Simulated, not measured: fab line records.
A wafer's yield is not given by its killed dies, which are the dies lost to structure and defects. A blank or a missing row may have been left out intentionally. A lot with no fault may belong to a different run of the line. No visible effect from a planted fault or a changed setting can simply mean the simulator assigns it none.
fab line records :: flow sky130
[record]
  lots = 6
  wafers = 17
  last_day = 49
route steps=708 shown CAPM@554 METAL3@555 PAD_OPEN@708
lots with no fault: from the same line, run without faults
start_h: hours from the record's first day to the start of the lot's first wafer shown :: wait_h: hours since the lot's step before :: " the same as in the row above :: L1.1+2: one row covering several wafers at once :: - either no value or no given start :: * or withheld: withheld :: < > ~ a bound
route shown NAME@n: names a module that has steps shown in the file, with the first one's number in the route :: usual: average and standard deviation across the fault-free wafers :: same: alike in all rows :: chamber/n: place in a boat :: sites: readings site by site :: _std_site: how widely they spread, as a standard deviation :: _edge_site: the outer-site mean with the inner-site mean subtracted :: radius_mm: for every site, how far away it sits from the centre of the wafer :: mask NAME#n: copy n :: behind: the tool/chamber that last shaped the wafer :: hold: the reason the lot was held/the length of the hold in hours/how it ended :: device: whichever transistor did not switch (one of n, p or np) :: end of line: the tests these same wafers got at the end of their route :: a step given without rows: its recipe and nothing more :: killed: at the first sort, the dies lost to defects and structure; wafer yield is something else :: map: dies across one wafer; x = killed, . = not, _ = none there
set.NAME: the run value of the setting; set.NAME@STEP: its run value at that earlier step :: model.NAME: the simulator's own value behind a step, which no gauge read
lots at selected steps of the route; one table per step, one row per wafer
services: when a tool's chamber went out of use (start_h, in hours from the record's first day, below 0 if earlier), for how many hours, and the reason
[[steps]]
[step SKY_CAPM_CLEAN_17]
[recipe]
  chemistry = O3/DIW
  dry = n2_spin
[step SKY_METAL3_DEHYDRATE_05]
[recipe]
  temp_c = 200
  time_s = 60
[step SKY_METAL3_HMDS_06]
[recipe]
  prime_time_s = 60
  prime_temp_c = 120
[step SKY_METAL3_COAT_07]
[recipe]
  resist = BARC
  temp_c = withheld
  time_s = withheld
  spin_rpm = 3000
  resist_thk_nm = 60
[step SKY_METAL3_COAT_08]
[recipe]
  resist = KrF-thick
  spin_rpm = 3000
  resist_thk_nm = 1140
[step SKY_METAL3_SOFTBAKE_09]
[recipe]
  temp_c = 100
  time_s = 90
  resist = KrF-thick
[step SKY_METAL3_EXPOSE_10]
[recipe]
  mask_id = MM3
  na = 0.68
  source_shape = annular
  sigma_inner = 0.4
  sigma_outer = 0.8
  target_cd_nm = 300
  dose_mj = 28
[step SKY_METAL3_PEB_11]
[recipe]
  peb_temp_c = withheld
  peb_time_s = withheld
  resist = KrF-thick
[step SKY_METAL3_DEVELOP_12]
[recipe]
  develop_time_s = 60
  resist = KrF-thick
  dev_temp_c = 21
[step SKY_METAL3_CD_MEAS_13]
[recipe]
  target_cd_nm = 300
[usual]
  cd_nm = 300.4/1.5
lot.wafer: L680.1
tool: cd_sem-02
chamber: -
start_h: 907.82
wait_h: -
cd_nm: 300.7

lot.wafer: L680.2
tool: cd_sem-02
chamber: -
start_h: 907.82
wait_h: -
cd_nm: 300.9

lot.wafer: L680.4
tool: cd_sem-02
chamber: -
start_h: 907.82
wait_h: -
cd_nm: 300.3

lot.wafer: L686.2
tool: cd_sem-02
chamber: -
start_h: 949.03
wait_h: -
cd_nm: 301.1

lot.wafer: L686.4
tool: cd_sem-02
chamber: -
start_h: 949.03
wait_h: -
cd_nm: 301.2

lot.wafer: L686.6
tool: cd_sem-02
chamber: -
start_h: 949.03
wait_h: -
cd_nm: 300.1

lot.wafer: L687.2
tool: cd_sem-01
chamber: -
start_h: 955.74
wait_h: -
cd_nm: 300.0

lot.wafer: L687.3
tool: cd_sem-01
chamber: -
start_h: 955.74
wait_h: -
cd_nm: 301.4

lot.wafer: L687.6
tool: cd_sem-01
chamber: -
start_h: 955.74
wait_h: -
cd_nm: 301.2

lot.wafer: L691.1
tool: cd_sem-01
chamber: -
start_h: 990.16
wait_h: -
cd_nm: 298.8

lot.wafer: L691.4
tool: cd_sem-01
chamber: -
start_h: 990.16
wait_h: -
cd_nm: 299.5

lot.wafer: L691.6
tool: cd_sem-01
chamber: -
start_h: 990.16
wait_h: -
cd_nm: 298.3

lot.wafer: L694.1
tool: cd_sem-01
chamber: -
start_h: 1011.92
wait_h: -
cd_nm: 301.1

lot.wafer: L694.3
tool: cd_sem-01
chamber: -
start_h: 1011.92
wait_h: -
cd_nm: 301.4

lot.wafer: L694.6
tool: cd_sem-01
chamber: -
start_h: 1011.92
wait_h: -
cd_nm: 299.6

lot.wafer: L698.3
tool: cd_sem-01
chamber: -
start_h: 1030.18
wait_h: -
cd_nm: 297.1

lot.wafer: L698.6
tool: cd_sem-01
chamber: -
start_h: 1030.18
wait_h: -
cd_nm: 297.7
[step SKY_METAL3_OVL_MEAS_14]
[usual]
  METAL3_OVL = 0/5.9
lot.wafer: L680.1
tool: overlay-01
chamber: -
start_h: 907.94
wait_h: 0.1
METAL3_OVL[nm]: 9

lot.wafer: L680.2
tool: overlay-01
chamber: -
start_h: 907.94
wait_h: 0.1
METAL3_OVL[nm]: 10

lot.wafer: L680.4
tool: overlay-01
chamber: -
start_h: 907.94
wait_h: 0.1
METAL3_OVL[nm]: 11

lot.wafer: L686.2
tool: overlay-01
chamber: -
start_h: 949.14
wait_h: 0.1
METAL3_OVL[nm]: 3

lot.wafer: L686.4
tool: overlay-01
chamber: -
start_h: 949.14
wait_h: 0.1
METAL3_OVL[nm]: 3

lot.wafer: L686.6
tool: overlay-01
chamber: -
start_h: 949.14
wait_h: 0.1
METAL3_OVL[nm]: 5

lot.wafer: L687.2
tool: overlay-02
chamber: -
start_h: 955.84
wait_h: 0.1
METAL3_OVL[nm]: -4

lot.wafer: L687.3
tool: overlay-02
chamber: -
start_h: 955.84
wait_h: 0.1
METAL3_OVL[nm]: -2

lot.wafer: L687.6
tool: overlay-02
chamber: -
start_h: 955.84
wait_h: 0.1
METAL3_OVL[nm]: -2

lot.wafer: L691.1
tool: overlay-01
chamber: -
start_h: 990.28
wait_h: 0.1
METAL3_OVL[nm]: 15

lot.wafer: L691.4
tool: overlay-01
chamber: -
start_h: 990.28
wait_h: 0.1
METAL3_OVL[nm]: 16

lot.wafer: L691.6
tool: overlay-01
chamber: -
start_h: 990.28
wait_h: 0.1
METAL3_OVL[nm]: 14

lot.wafer: L694.1
tool: overlay-01
chamber: -
start_h: 1012.04
wait_h: 0.1
METAL3_OVL[nm]: 2

lot.wafer: L694.3
tool: overlay-01
chamber: -
start_h: 1012.04
wait_h: 0.1
METAL3_OVL[nm]: 0

lot.wafer: L694.6
tool: overlay-01
chamber: -
start_h: 1012.04
wait_h: 0.1
METAL3_OVL[nm]: -1

lot.wafer: L698.3
tool: overlay-01
chamber: -
start_h: 1030.27
wait_h: 0.1
METAL3_OVL[nm]: 3

lot.wafer: L698.6
tool: overlay-01
chamber: -
start_h: 1030.27
wait_h: 0.1
METAL3_OVL[nm]: 0
[step SKY_METAL3_DESCUM_15]
[recipe]
  chemistry = O2
  source_power_w = 150
  bias_power_w = 0
  pressure_mtorr = 10
  temp_c = 40
  time_s = 8
[usual]
  drypump_motor_current_A = 5.55/0.19
  oes_product_au = 0.993/0.0092
[same]
  time_s = 8
lot.wafer: L680.1
tool: rie_metal-01
chamber: 0
start_h: 907.97
wait_h: 0.0
drypump_motor_current_A: 5.51
oes_product_au: 0.997
rf_hours_counter_h: 10

lot.wafer: L680.2
tool: rie_metal-01
chamber: 0
start_h: 907.97
wait_h: 0.0
drypump_motor_current_A: 5.51
oes_product_au: 1.006
rf_hours_counter_h: -

lot.wafer: L680.4
tool: rie_metal-01
chamber: 0
start_h: 907.97
wait_h: 0.0
drypump_motor_current_A: 5.51
oes_product_au: 1.000
rf_hours_counter_h: -

lot.wafer: L686.2
tool: rie_metal-02
chamber: 1
start_h: 949.17
wait_h: 0.0
drypump_motor_current_A: 5.58
oes_product_au: 0.994
rf_hours_counter_h: 9

lot.wafer: L686.4
tool: rie_metal-02
chamber: 0
start_h: 949.17
wait_h: 0.0
drypump_motor_current_A: 5.14
oes_product_au: 1.008
rf_hours_counter_h: -

lot.wafer: L686.6
tool: rie_metal-02
chamber: 0
start_h: 949.17
wait_h: 0.0
drypump_motor_current_A: 5.16
oes_product_au: 1.007
rf_hours_counter_h: -

lot.wafer: L687.2
tool: rie_metal-04
chamber: 0
start_h: 955.87
wait_h: 0.0
drypump_motor_current_A: 5.74
oes_product_au: 0.975
rf_hours_counter_h: 9

lot.wafer: L687.3
tool: rie_metal-04
chamber: 0
start_h: 955.87
wait_h: 0.0
drypump_motor_current_A: 5.74
oes_product_au: 0.975
rf_hours_counter_h: -

lot.wafer: L687.6
tool: rie_metal-04
chamber: 0
start_h: 955.87
wait_h: 0.0
drypump_motor_current_A: 5.74
oes_product_au: 0.980
rf_hours_counter_h: -

lot.wafer: L691.1
tool: rie_metal-02
chamber: 0
start_h: 990.32
wait_h: 0.0
drypump_motor_current_A: 5.15
oes_product_au: 0.993
rf_hours_counter_h: 5

lot.wafer: L691.4
tool: rie_metal-02
chamber: 0
start_h: 990.32
wait_h: 0.0
drypump_motor_current_A: 5.15
oes_product_au: 0.993
rf_hours_counter_h: -

lot.wafer: L691.6
tool: rie_metal-02
chamber: 1
start_h: 990.32
wait_h: 0.0
drypump_motor_current_A: 5.61
oes_product_au: 0.987
rf_hours_counter_h: -

lot.wafer: L694.1
tool: rie_metal-01
chamber: 0
start_h: 1012.07
wait_h: 0.0
drypump_motor_current_A: 5.51
oes_product_au: 0.990
rf_hours_counter_h: 15

lot.wafer: L694.3
tool: rie_metal-01
chamber: 1
start_h: 1012.07
wait_h: 0.0
drypump_motor_current_A: 5.78
oes_product_au: 0.984
rf_hours_counter_h: -

lot.wafer: L694.6
tool: rie_metal-01
chamber: 0
start_h: 1012.07
wait_h: 0.0
drypump_motor_current_A: 5.51
oes_product_au: 0.995
rf_hours_counter_h: -

lot.wafer: L698.3
tool: rie_metal-01
chamber: 1
start_h: 1030.31
wait_h: 0.0
drypump_motor_current_A: 5.77
oes_product_au: 0.996
rf_hours_counter_h: -

lot.wafer: L698.6
tool: rie_metal-01
chamber: 0
start_h: 1030.31
wait_h: 0.0
drypump_motor_current_A: 5.50
oes_product_au: 1.011
rf_hours_counter_h: -
[step SKY_METAL3_ETCH_16]
[recipe]
  chemistry = N2/H2
  target = BARC
  ion_energy_ev = 200
  bias_w = 100
  pressure_mtorr = 30
  n2_flow_sccm = 100
  h2_flow_sccm = 200
  icp_w = 500
  stop_on = SiO2
  time_s = 88.2
  target_depth_a = 600
[usual]
  drypump_motor_current_A = 5.56/0.19
  oes_product_au = 0.626/0.0047
  run_length_s = 116.33/0.3
  throttle_valve_pct = 13.206/0.0085
lot.wafer: L680.1
tool: rie_metal-01
chamber: 0
start_h: 908.04
wait_h: 0.1
drypump_motor_current_A: 5.52
oes_product_au: 0.629
rf_hours_counter_h: 10
run_length_s: 116.17
throttle_valve_pct: 13.205

lot.wafer: L680.2
tool: rie_metal-01
chamber: 0
start_h: 908.04
wait_h: 0.1
drypump_motor_current_A: 5.51
oes_product_au: 0.618
rf_hours_counter_h: -
run_length_s: 116.32
throttle_valve_pct: 13.205

lot.wafer: L680.4
tool: rie_metal-01
chamber: 0
start_h: 908.04
wait_h: 0.1
drypump_motor_current_A: 5.52
oes_product_au: 0.623
rf_hours_counter_h: -
run_length_s: 115.98
throttle_valve_pct: 13.188

lot.wafer: L686.2
tool: rie_metal-02
chamber: 1
start_h: 949.20
wait_h: 0.0
drypump_motor_current_A: 5.60
oes_product_au: 0.631
rf_hours_counter_h: 9
run_length_s: 116.90
throttle_valve_pct: 13.196

lot.wafer: L686.4
tool: rie_metal-02
chamber: 0
start_h: 949.20
wait_h: 0.0
drypump_motor_current_A: 5.18
oes_product_au: 0.628
rf_hours_counter_h: -
run_length_s: 116.62
throttle_valve_pct: 13.202

lot.wafer: L686.6
tool: rie_metal-02
chamber: 0
start_h: 949.20
wait_h: 0.0
drypump_motor_current_A: 5.19
oes_product_au: 0.631
rf_hours_counter_h: -
run_length_s: 116.00
throttle_valve_pct: 13.213

lot.wafer: L687.2
tool: rie_metal-04
chamber: 0
start_h: 955.91
wait_h: 0.0
drypump_motor_current_A: 5.74
oes_product_au: 0.622
rf_hours_counter_h: 9
run_length_s: 116.46
throttle_valve_pct: 13.211

lot.wafer: L687.3
tool: rie_metal-04
chamber: 0
start_h: 955.91
wait_h: 0.0
drypump_motor_current_A: 5.77
oes_product_au: 0.626
rf_hours_counter_h: -
run_length_s: 116.54
throttle_valve_pct: 13.202

lot.wafer: L687.6
tool: rie_metal-04
chamber: 0
start_h: 955.91
wait_h: 0.0
drypump_motor_current_A: 5.75
oes_product_au: 0.629
rf_hours_counter_h: -
run_length_s: 116.24
throttle_valve_pct: 13.210

lot.wafer: L691.1
tool: rie_metal-02
chamber: 0
start_h: 990.35
wait_h: 0.0
drypump_motor_current_A: 5.14
oes_product_au: 0.633
rf_hours_counter_h: 5
run_length_s: 115.90
throttle_valve_pct: 13.221

lot.wafer: L691.4
tool: rie_metal-02
chamber: 0
start_h: 990.35
wait_h: 0.0
drypump_motor_current_A: 5.14
oes_product_au: 0.624
rf_hours_counter_h: -
run_length_s: 116.07
throttle_valve_pct: 13.197

lot.wafer: L691.6
tool: rie_metal-02
chamber: 1
start_h: 990.35
wait_h: 0.0
drypump_motor_current_A: 5.58
oes_product_au: 0.622
rf_hours_counter_h: -
run_length_s: 116.47
throttle_valve_pct: 13.217

lot.wafer: L694.1
tool: rie_metal-01
chamber: 0
start_h: 1012.11
wait_h: 0.0
drypump_motor_current_A: 5.51
oes_product_au: 0.618
rf_hours_counter_h: 15
run_length_s: 115.99
throttle_valve_pct: 13.205

lot.wafer: L694.3
tool: rie_metal-01
chamber: 1
start_h: 1012.11
wait_h: 0.0
drypump_motor_current_A: 5.82
oes_product_au: 0.623
rf_hours_counter_h: -
run_length_s: 116.90
throttle_valve_pct: 13.205

lot.wafer: L694.6
tool: rie_metal-01
chamber: 0
start_h: 1012.11
wait_h: 0.0
drypump_motor_current_A: 5.51
oes_product_au: 0.644
rf_hours_counter_h: -
run_length_s: 112.26
throttle_valve_pct: 13.193

lot.wafer: L698.3
tool: rie_metal-01
chamber: 1
start_h: 1030.36
wait_h: 0.0
drypump_motor_current_A: 5.81
oes_product_au: 0.625
rf_hours_counter_h: -
run_length_s: 116.52
throttle_valve_pct: 13.214

lot.wafer: L698.6
tool: rie_metal-01
chamber: 0
start_h: 1030.36
wait_h: 0.0
drypump_motor_current_A: 5.52
oes_product_au: 0.648
rf_hours_counter_h: -
run_length_s: 113.04
throttle_valve_pct: 13.219
[step SKY_METAL3_ETCH_17]
[recipe]
  target = SiO2
  stop_on = TiN
  chemistry = C4F8/O2/Ar
  source_w = 1500
  bias_w = 1200
  pressure_mtorr = 40
  c4f8_flow_sccm = withheld
  O2_flow_sccm = 6
  Ar_flow_sccm = 300
  time_s = 3.9
  target_depth_a = 150
[usual]
  oes_product_au = 0.755/0.0083
[same]
  time_s = 3.9
lot.wafer: L680.1
tool: rie_diel-01
chamber: 3
start_h: 908.23
wait_h: 0.2
oes_product_au: 0.747
rf_hours_counter_h: 15

lot.wafer: L680.2
tool: rie_diel-01
chamber: 0
start_h: 908.23
wait_h: 0.2
oes_product_au: 0.738
rf_hours_counter_h: 7

lot.wafer: L680.4
tool: rie_diel-01
chamber: 2
start_h: 908.23
wait_h: 0.2
oes_product_au: 0.739
rf_hours_counter_h: 8

lot.wafer: L686.2
tool: rie_diel-02
chamber: 0
start_h: 949.30
wait_h: 0.1
oes_product_au: 0.757
rf_hours_counter_h: 15

lot.wafer: L686.4
tool: rie_diel-02
chamber: 0
start_h: 949.30
wait_h: 0.1
oes_product_au: 0.756
rf_hours_counter_h: -

lot.wafer: L686.6
tool: rie_diel-02
chamber: 2
start_h: 949.30
wait_h: 0.1
oes_product_au: 0.754
rf_hours_counter_h: -

lot.wafer: L687.2
tool: rie_diel-02
chamber: 2
start_h: 956.00
wait_h: 0.1
oes_product_au: 0.762
rf_hours_counter_h: 11

lot.wafer: L687.3
tool: rie_diel-02
chamber: 0
start_h: 956.00
wait_h: 0.1
oes_product_au: 0.759
rf_hours_counter_h: 15

lot.wafer: L687.6
tool: rie_diel-02
chamber: 0
start_h: 956.00
wait_h: 0.1
oes_product_au: 0.771
rf_hours_counter_h: -

lot.wafer: L691.1
tool: rie_diel-01
chamber: 0
start_h: 990.45
wait_h: 0.1
oes_product_au: 0.744
rf_hours_counter_h: 9

lot.wafer: L691.4
tool: rie_diel-01
chamber: 1
start_h: 990.45
wait_h: 0.1
oes_product_au: 0.765
rf_hours_counter_h: 12

lot.wafer: L691.6
tool: rie_diel-01
chamber: 2
start_h: 990.45
wait_h: 0.1
oes_product_au: 0.768
rf_hours_counter_h: -

lot.wafer: L694.1
tool: rie_diel-04
chamber: 0
start_h: 1012.20
wait_h: 0.1
oes_product_au: 0.749
rf_hours_counter_h: 8

lot.wafer: L694.3
tool: rie_diel-04
chamber: 1
start_h: 1012.20
wait_h: 0.1
oes_product_au: 0.747
rf_hours_counter_h: 22

lot.wafer: L694.6
tool: rie_diel-04
chamber: 0
start_h: 1012.20
wait_h: 0.1
oes_product_au: 0.755
rf_hours_counter_h: -

lot.wafer: L698.3
tool: rie_diel-04
chamber: 1
start_h: 1030.43
wait_h: 0.0
oes_product_au: 0.759
rf_hours_counter_h: 23

lot.wafer: L698.6
tool: rie_diel-04
chamber: 1
start_h: 1030.43
wait_h: 0.0
oes_product_au: 0.759
rf_hours_counter_h: -
[step SKY_PAD_OPEN_PROBE_99]
[usual]
  defect_limited_yield = 82.6/1.8
  killed_at_M0_to_M3 = 43/6.4
  killed_at_M4_up = 2.8/1.7
  killed_at_contacts = 24/5.5
  killed_at_front_end = 15/4
  killed_at_other = 0.3/0.54
  killed_dies = 86/9.1
  killed_open = 47/6.6
  killed_short = 39/6.2
  sort_bin_3_pad_short = 0.9/0.45
  sort_bin_5_function = 10.4/1.4
  sort_bin_6_memory = 6.2/1.1
  sort_n_pass = 406/9.1
  sort_yield_pct = 82.6/1.8
[same]
  gross_dies = 492
  killed_at_back_side = 0
  sort_bin_4_leakage[%] = 0
  sort_bin_8_speed[%] = 0
lot.wafer: L686.2
tool: prober-01
chamber: -
start_h: 1115.64
wait_h: 0.1
defect_limited_yield[%]: 80.9
killed_at_M0_to_M3: 48
killed_at_M4_up: 0
killed_at_contacts: 26
killed_at_front_end: 19
killed_at_other: 1
killed_dies: 94
killed_open: 52
killed_short: 42
sort_bin_3_pad_short[%]: 1.6
sort_bin_5_function[%]: 12.6
sort_bin_6_memory[%]: 4.9
sort_n_pass: 398
sort_yield_pct[%]: 80.9

lot.wafer: L686.4
tool: prober-01
chamber: -
start_h: 1115.74
wait_h: 0.2
defect_limited_yield[%]: 80.7
killed_at_M0_to_M3: 55
killed_at_M4_up: 2
killed_at_contacts: 24
killed_at_front_end: 14
killed_at_other: 0
killed_dies: 95
killed_open: 49
killed_short: 46
sort_bin_3_pad_short[%]: 1.2
sort_bin_5_function[%]: 11.2
sort_bin_6_memory[%]: 6.9
sort_n_pass: 397
sort_yield_pct[%]: 80.7

lot.wafer: L686.6
tool: prober-01
chamber: -
start_h: 1115.84
wait_h: 0.2
defect_limited_yield[%]: 81.7
killed_at_M0_to_M3: 43
killed_at_M4_up: 2
killed_at_contacts: 34
killed_at_front_end: 11
killed_at_other: 0
killed_dies: 90
killed_open: 44
killed_short: 46
sort_bin_3_pad_short[%]: 1.2
sort_bin_5_function[%]: 8.9
sort_bin_6_memory[%]: 8.1
sort_n_pass: 402
sort_yield_pct[%]: 81.7

lot.wafer: L687.2
tool: prober-02
chamber: -
start_h: 1123.69
wait_h: 0.1
defect_limited_yield[%]: 83.7
killed_at_M0_to_M3: 38
killed_at_M4_up: 6
killed_at_contacts: 18
killed_at_front_end: 18
killed_at_other: 0
killed_dies: 80
killed_open: 48
killed_short: 32
sort_bin_3_pad_short[%]: 0.6
sort_bin_5_function[%]: 9.8
sort_bin_6_memory[%]: 5.9
sort_n_pass: 412
sort_yield_pct[%]: 83.7

lot.wafer: L687.3
tool: prober-02
chamber: -
start_h: 1123.74
wait_h: 0.2
defect_limited_yield[%]: 81.1
killed_at_M0_to_M3: 50
killed_at_M4_up: 6
killed_at_contacts: 26
killed_at_front_end: 11
killed_at_other: 0
killed_dies: 93
killed_open: 58
killed_short: 35
sort_bin_3_pad_short[%]: 1.2
sort_bin_5_function[%]: 10.4
sort_bin_6_memory[%]: 7.3
sort_n_pass: 399
sort_yield_pct[%]: 81.1

lot.wafer: L687.6
tool: prober-02
chamber: -
start_h: 1123.89
wait_h: 0.2
defect_limited_yield[%]: 82.1
killed_at_M0_to_M3: 46
killed_at_M4_up: 4
killed_at_contacts: 18
killed_at_front_end: 20
killed_at_other: 0
killed_dies: 88
killed_open: 50
killed_short: 38
sort_bin_3_pad_short[%]: 1.2
sort_bin_5_function[%]: 10.0
sort_bin_6_memory[%]: 6.7
sort_n_pass: 404
sort_yield_pct[%]: 82.1

lot.wafer: L694.1
tool: prober-01
chamber: -
start_h: 1163.96
wait_h: 0.1
defect_limited_yield[%]: 82.3
killed_at_M0_to_M3: 41
killed_at_M4_up: 3
killed_at_contacts: 31
killed_at_front_end: 12
killed_at_other: 0
killed_dies: 87
killed_open: 54
killed_short: 33
sort_bin_3_pad_short[%]: 1.4
sort_bin_5_function[%]: 7.7
sort_bin_6_memory[%]: 8.5
sort_n_pass: 405
sort_yield_pct[%]: 82.3

lot.wafer: L694.3
tool: prober-01
chamber: -
start_h: 1164.06
wait_h: 0.2
defect_limited_yield[%]: 83.9
killed_at_M0_to_M3: 46
killed_at_M4_up: 1
killed_at_contacts: 20
killed_at_front_end: 12
killed_at_other: 0
killed_dies: 79
killed_open: 39
killed_short: 40
sort_bin_3_pad_short[%]: 0.6
sort_bin_5_function[%]: 8.5
sort_bin_6_memory[%]: 6.9
sort_n_pass: 413
sort_yield_pct[%]: 83.9

lot.wafer: L694.6
tool: prober-01
chamber: -
start_h: 1164.21
wait_h: 0.2
defect_limited_yield[%]: 82.9
killed_at_M0_to_M3: 55
killed_at_M4_up: 1
killed_at_contacts: 15
killed_at_front_end: 13
killed_at_other: 0
killed_dies: 84
killed_open: 45
killed_short: 39
sort_bin_3_pad_short[%]: 0.8
sort_bin_5_function[%]: 11.0
sort_bin_6_memory[%]: 5.3
sort_n_pass: 408
sort_yield_pct[%]: 82.9
// killed by level:class
L686.2 VIA1:geometric_particle:open=13 CONTACT:geometric_particle:open=11 METAL1:geometric_particle:short=9 POLY_GATE:geometric_particle:short=7 VIA3:geometric_particle:open=7 LI_CONTACT:geometric_particle:open=6 METAL2:geometric_particle:short=5 POLY_GATE:geometric_particle:open=4
L686.4 VIA1:geometric_particle:open=17 CONTACT:geometric_particle:open=10 METAL1:geometric_particle:short=7 VIA1:geometric_particle:short=6 VIA2:geometric_particle:short=6 METAL2:geometric_particle:short=5 VIA2:geometric_particle:open=5 FIELD_ISO:geometric_particle:short=4
L686.6 CONTACT:geometric_particle:short=9 LI_CONTACT:geometric_particle:open=8 CONTACT:geometric_particle:open=8 VIA3:geometric_particle:open=8 VIA1:geometric_particle:open=6 VIA1:geometric_particle:short=6 LOCAL_INTERCONNECT:geometric_particle:short=6 VIA2:geometric_particle:open=6
L687.2 CONTACT:geometric_particle:open=10 VIA2:geometric_particle:open=7 VIA1:geometric_particle:open=7 FIELD_ISO:geometric_particle:open=6 METAL2:geometric_particle:short=6 LI_CONTACT:geometric_particle:open=5 METAL4:geometric_particle:short=5 POLY_GATE:geometric_particle:short=4
L687.3 LI_CONTACT:geometric_particle:open=16 VIA1:geometric_particle:open=12 VIA2:geometric_particle:open=11 CONTACT:geometric_particle:open=5 METAL1:geometric_particle:short=5 VIA1:geometric_particle:short=5 METAL2:geometric_particle:short=5 FIELD_ISO:geometric_particle:short=4
L687.6 VIA1:geometric_particle:open=8 VIA3:geometric_particle:open=7 FIELD_ISO:geometric_particle:short=6 VIA2:geometric_particle:open=6 FIELD_ISO:geometric_particle:open=5 CONTACT:geometric_particle:open=5 METAL2:geometric_particle:short=5 POLY_GATE:geometric_particle:open=4
L694.1 VIA1:geometric_particle:open=14 CONTACT:geometric_particle:open=10 LI_CONTACT:geometric_particle:open=9 METAL1:geometric_particle:short=6 CONTACT:geometric_particle:short=5 FIELD_ISO:geometric_particle:open=4 VIA2:geometric_particle:open=4 FIELD_ISO:geometric_particle:short=3
L694.3 VIA1:geometric_particle:open=12 METAL2:geometric_particle:short=7 METAL1:geometric_particle:short=6 VIA1:geometric_particle:short=6 LOCAL_INTERCONNECT:geometric_particle:short=5 FIELD_ISO:geometric_particle:short=4 LI_CONTACT:geometric_particle:open=4 CONTACT:geometric_particle:open=4
L694.6 VIA1:geometric_particle:open=15 METAL2:geometric_particle:short=9 METAL1:geometric_particle:short=7 VIA1:geometric_particle:short=7 VIA3:geometric_particle:open=7 FIELD_ISO:geometric_particle:short=6 LI_CONTACT:geometric_particle:open=5 CONTACT:geometric_particle:open=5
[[services]]
tool: rie_diel-01
chamber: 3
start_h: 886.44
hours: 6.0
kind: repair

tool: rie_metal-01
chamber: 1
start_h: 900.68
hours: -
kind: clean

tool: rie_metal-01
chamber: 1
start_h: 900.68
hours: 21.6
kind: scheduled_down

tool: rie_metal-01
chamber: 1
start_h: 900.68
hours: 21.6
kind: vent_cycle

tool: rie_metal-04
chamber: 0
start_h: 901.40
hours: 2.6
kind: repair

tool: rie_diel-04
chamber: -
start_h: 902.22
hours: 1.0
kind: repair

tool: rie_diel-01
chamber: 3
start_h: 913.66
hours: 3.6
kind: repair

tool: rie_metal-04
chamber: 1
start_h: 919.18
hours: 1.1
kind: repair

tool: rie_diel-02
chamber: 3
start_h: 931.92
hours: -
kind: clean

tool: rie_diel-02
chamber: 3
start_h: 931.92
hours: 34.7
kind: scheduled_down

tool: rie_diel-02
chamber: 3
start_h: 931.92
hours: 34.7
kind: vent_cycle

tool: rie_diel-01
chamber: -
start_h: 936.23
hours: 0.5
kind: repair

tool: rie_diel-04
chamber: 3
start_h: 940.13
hours: 7.7
kind: repair

tool: rie_diel-02
chamber: 1
start_h: 943.55
hours: 3.6
kind: repair

tool: rie_diel-01
chamber: -
start_h: 972.56
hours: 0.2
kind: repair

tool: rie_metal-01
chamber: 0
start_h: 978.41
hours: 13.1
kind: repair

tool: rie_diel-04
chamber: 2
start_h: 978.62
hours: 5.9
kind: repair

tool: rie_diel-01
chamber: 1
start_h: 980.10
hours: 6.6
kind: repair

tool: rie_diel-02
chamber: 1
start_h: 980.99
hours: 6.6
kind: repair

tool: rie_diel-02
chamber: 2
start_h: 982.55
hours: 4.3
kind: repair

tool: rie_metal-02
chamber: 1
start_h: 996.22
hours: 2.9
kind: repair

tool: rie_diel-01
chamber: -
start_h: 1006.37
hours: 0.2
kind: repair

tool: rie_diel-01
chamber: -
start_h: 1021.94
hours: 2.4
kind: repair
[[key]]
[first_sign]
  step = SKY_METAL3_ETCH_16
  reading = run_length_s
  direction = down
  sigmas = 12
  usual = *
  struck = *
[effect]
  step = SKY_METAL3_ETCH_16
  reading = oes_product_au
  direction = up
  sigmas = 4.3
  usual = 0.626
  struck = 0.646
met_at SKY_METAL3_ETCH_16
struck_wafers L694.6,L698.6
sort_left_out L698.6
onset_between 908.04 1012.11
[fault]
  kind = process_parameter_drift
  tool = rie_metal-01
  chamber = -
  onset_h = 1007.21
  steps = SKY_METAL3_ETCH_16
  channel = time_s
  offset = *
  shape = step
  end_h = 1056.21
  scope = struck_wafers_only
  acts_in = *
  stated = *
// sort_left_out: the simulated sort isn't trusted on such a fault, so these wafers' sort isn't shown, and their yield isn't known
